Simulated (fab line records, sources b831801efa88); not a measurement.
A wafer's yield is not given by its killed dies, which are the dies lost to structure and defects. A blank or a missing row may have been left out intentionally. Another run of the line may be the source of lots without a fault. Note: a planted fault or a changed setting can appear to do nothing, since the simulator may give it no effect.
Which tool is to blame? || flow sky130 || Sampling: 12 lots, 36 wafers, 4 of 708 route steps

## WHAT THE GAUGES READ, wafer by wafer
SKY_LOCAL_INTERCONNECT_CD_MEAS_11: target cd 170 nm.
{"lot": "L266", "measured": "day 30 03:41", "on": "cdSem-01", "cdNm (nm)": "168.5 169.2 169.4"}
{"lot": "L267", "measured": "day 30 10:55", "on": "cdSem-01", "cdNm (nm)": "167.3 166.1 167.2"}
{"lot": "L268", "measured": "day 31 03:11", "on": "cdSem-02", "cdNm (nm)": "170.4 170.6 171.2"}
{"lot": "L269", "measured": "day 31 10:28", "on": "cdSem-01", "cdNm (nm)": "169.3 170.5 169.0"}
{"lot": "L270", "measured": "day 31 19:38", "on": "cdSem-01", "cdNm (nm)": "169.9 170.7 170.1"}
{"lot": "L276", "measured": "day 33 16:32", "on": "cdSem-02", "cdNm (nm)": "168.5 171.0 169.8"}
{"lot": "L278", "measured": "day 34 06:50", "on": "cdSem-02", "cdNm (nm)": "176.4 175.9 176.7 176.3 175.5 176.7"}
{"lot": "L279", "measured": "day 34 14:02", "on": "cdSem-01", "cdNm (nm)": "175.0 174.5 175.2 175.4 174.2 175.5"}
{"lot": "L280", "measured": "day 34 20:11", "on": "cdSem-01", "cdNm (nm)": "172.9 171.0 172.5"}
{"lot": "L283", "measured": "day 35 16:34", "on": "cdSem-01", "cdNm (nm)": "167.9 170.7 171.0"}
{"lot": "L284", "measured": "day 36 02:13", "on": "cdSem-02", "cdNm (nm)": "169.6 168.7 168.7"}
{"lot": "L285", "measured": "day 36 09:11", "on": "cdSem-01", "cdNm (nm)": "170.0 169.0 170.6"}

## TOOL THAT RAN EACH LOT (tool first, then ch and the chambers of the sampled wafers, then the start)
{"lot": "L266", "SKY_LI_CONTACT_CVD_21": "cvdW-02 ch 0, day 28 23:19", "SKY_LOCAL_INTERCONNECT_SPUTTER_00": "pvdSputter-04, day 28 23:55", "SKY_LOCAL_INTERCONNECT_DEVELOP_10": "lithoTrack-02 ch 0, day 30 03:00"}
{"lot": "L267", "SKY_LI_CONTACT_CVD_21": "cvdW-01 ch 0, day 29 06:04", "SKY_LOCAL_INTERCONNECT_SPUTTER_00": "pvdSputter-04, day 29 06:40", "SKY_LOCAL_INTERCONNECT_DEVELOP_10": "lithoTrack-03 ch 0, day 30 10:00"}
{"lot": "L268", "SKY_LI_CONTACT_CVD_21": "cvdW-01 ch 0,1, day 29 23:04", "SKY_LOCAL_INTERCONNECT_SPUTTER_00": "pvdSputter-04, day 29 23:40", "SKY_LOCAL_INTERCONNECT_DEVELOP_10": "lithoTrack-03 ch 0, day 31 03:00"}
{"lot": "L269", "SKY_LI_CONTACT_CVD_21": "cvdW-02 ch 1, day 30 05:28", "SKY_LOCAL_INTERCONNECT_SPUTTER_00": "pvdSputter-02, day 30 06:12", "SKY_LOCAL_INTERCONNECT_DEVELOP_10": "lithoTrack-01 ch 0, day 31 10:00"}
{"lot": "L270", "SKY_LI_CONTACT_CVD_21": "cvdW-02 ch 0,1, day 30 14:41", "SKY_LOCAL_INTERCONNECT_SPUTTER_00": "pvdSputter-02, day 30 15:17", "SKY_LOCAL_INTERCONNECT_DEVELOP_10": "lithoTrack-03 ch 0, day 31 19:00"}
{"lot": "L276", "SKY_LI_CONTACT_CVD_21": "cvdW-01 ch 0,1, day 32 13:11", "SKY_LOCAL_INTERCONNECT_SPUTTER_00": "pvdSputter-04, day 32 13:48", "SKY_LOCAL_INTERCONNECT_DEVELOP_10": "lithoTrack-02 ch 0, day 33 16:00"}
{"lot": "L278", "SKY_LI_CONTACT_CVD_21": "cvdW-02 ch 0,1, day 33 05:13", "SKY_LOCAL_INTERCONNECT_SPUTTER_00": "pvdSputter-02, day 33 05:49", "SKY_LOCAL_INTERCONNECT_DEVELOP_10": "lithoTrack-02 ch 0, day 34 06:00"}
{"lot": "L279", "SKY_LI_CONTACT_CVD_21": "cvdW-01 ch 0,1, day 33 10:58", "SKY_LOCAL_INTERCONNECT_SPUTTER_00": "pvdSputter-01, day 33 11:34", "SKY_LOCAL_INTERCONNECT_DEVELOP_10": "lithoTrack-02 ch 0, day 34 13:00"}
{"lot": "L280", "SKY_LI_CONTACT_CVD_21": "cvdW-01 ch 0,1, day 33 17:38", "SKY_LOCAL_INTERCONNECT_SPUTTER_00": "pvdSputter-02, day 33 18:14", "SKY_LOCAL_INTERCONNECT_DEVELOP_10": "lithoTrack-01 ch 0, day 34 20:00"}
{"lot": "L283", "SKY_LI_CONTACT_CVD_21": "cvdW-02 ch 0,1, day 34 14:13", "SKY_LOCAL_INTERCONNECT_SPUTTER_00": "pvdSputter-02, day 34 14:49", "SKY_LOCAL_INTERCONNECT_DEVELOP_10": "lithoTrack-03 ch 0, day 35 16:00"}
{"lot": "L284", "SKY_LI_CONTACT_CVD_21": "cvdW-01 ch 0,1, day 34 23:26", "SKY_LOCAL_INTERCONNECT_SPUTTER_00": "pvdSputter-04, day 35 00:02", "SKY_LOCAL_INTERCONNECT_DEVELOP_10": "lithoTrack-01 ch 0, day 36 02:00"}
{"lot": "L285", "SKY_LI_CONTACT_CVD_21": "cvdW-01 ch 1, day 35 05:46", "SKY_LOCAL_INTERCONNECT_SPUTTER_00": "pvdSputter-04, day 35 06:22", "SKY_LOCAL_INTERCONNECT_DEVELOP_10": "lithoTrack-03 ch 0, day 36 09:00"}
- SKY_LI_CONTACT_CVD_21: deposits W, target thk 400 nm, time 120.56 s.
- SKY_LOCAL_INTERCONNECT_SPUTTER_00: material TiN, target thk 100 nm, time 83.3 s.
- SKY_LOCAL_INTERCONNECT_DEVELOP_10: develop time 60 s.

## AS READ BY THE TOOLS THEMSELVES (means over the sampled wafers that have a number; for cases with no such wafer, the mark the record gives instead)
SKY_LI_CONTACT_CVD_21.
{"lot": "L266", "tool": "cvdW-02", "heaterPowerW (W)": 779}
{"lot": "L267", "tool": "cvdW-01", "heaterPowerW (W)": 759}
{"lot": "L268", "tool": "cvdW-01", "heaterPowerW (W)": 757}
{"lot": "L269", "tool": "cvdW-02", "heaterPowerW (W)": 779}
{"lot": "L270", "tool": "cvdW-02", "heaterPowerW (W)": 792}
{"lot": "L276", "tool": "cvdW-01", "heaterPowerW (W)": 758}
{"lot": "L278", "tool": "cvdW-02", "heaterPowerW (W)": 801}
{"lot": "L279", "tool": "cvdW-01", "heaterPowerW (W)": 760}
{"lot": "L280", "tool": "cvdW-01", "heaterPowerW (W)": 743}
{"lot": "L283", "tool": "cvdW-02", "heaterPowerW (W)": 794}
{"lot": "L284", "tool": "cvdW-01", "heaterPowerW (W)": 738}
{"lot": "L285", "tool": "cvdW-01", "heaterPowerW (W)": 745}

SKY_LOCAL_INTERCONNECT_SPUTTER_00.
{"lot": "L266", "tool": "pvdSputter-04", "throttleValvePct (%)": 29.3}
{"lot": "L267", "tool": "pvdSputter-04", "throttleValvePct (%)": 29.8}
{"lot": "L268", "tool": "pvdSputter-04", "throttleValvePct (%)": 29.9}
{"lot": "L269", "tool": "pvdSputter-02", "throttleValvePct (%)": 29.7}
{"lot": "L270", "tool": "pvdSputter-02", "throttleValvePct (%)": 29.6}
{"lot": "L276", "tool": "pvdSputter-04", "throttleValvePct (%)": 29.9}
{"lot": "L278", "tool": "pvdSputter-02", "throttleValvePct (%)": 30.2}
{"lot": "L279", "tool": "pvdSputter-01", "throttleValvePct (%)": 29.3}
{"lot": "L280", "tool": "pvdSputter-02", "throttleValvePct (%)": 29.9}
{"lot": "L283", "tool": "pvdSputter-02", "throttleValvePct (%)": 29.9}
{"lot": "L284", "tool": "pvdSputter-04", "throttleValvePct (%)": 29.3}
{"lot": "L285", "tool": "pvdSputter-04", "throttleValvePct (%)": 29.7}

## THE ANSWER, worked out from the rows above alone
Rule: the lots themselves supply what counts as usual. Put in order of their means at a reading, lots are off if they are a third of the lots or fewer, leave a main group of 4 or more, and stand apart from it by a gap of 3 or more times the standard deviation of the main group's means; of several such gaps the widest counts. The tables above print the reading to a certain number of digits; a main group whose means all agree to those digits is not used. Also off: a lot with no number at a reading for which 4 or more lots have one. All remaining lots with rows at the step are treated as sound. Order of review: gauges by route order, followed by the tools' own readings, for which a lot's mean as printed above is used. The first step at which some lot is off is used, and at that step the reading that is off furthest; a lot without a number counts as furthest.
Nothing can be told from this: no lot is off at any reading shown.

## WHAT THE SIMULATOR HAD INSERTED
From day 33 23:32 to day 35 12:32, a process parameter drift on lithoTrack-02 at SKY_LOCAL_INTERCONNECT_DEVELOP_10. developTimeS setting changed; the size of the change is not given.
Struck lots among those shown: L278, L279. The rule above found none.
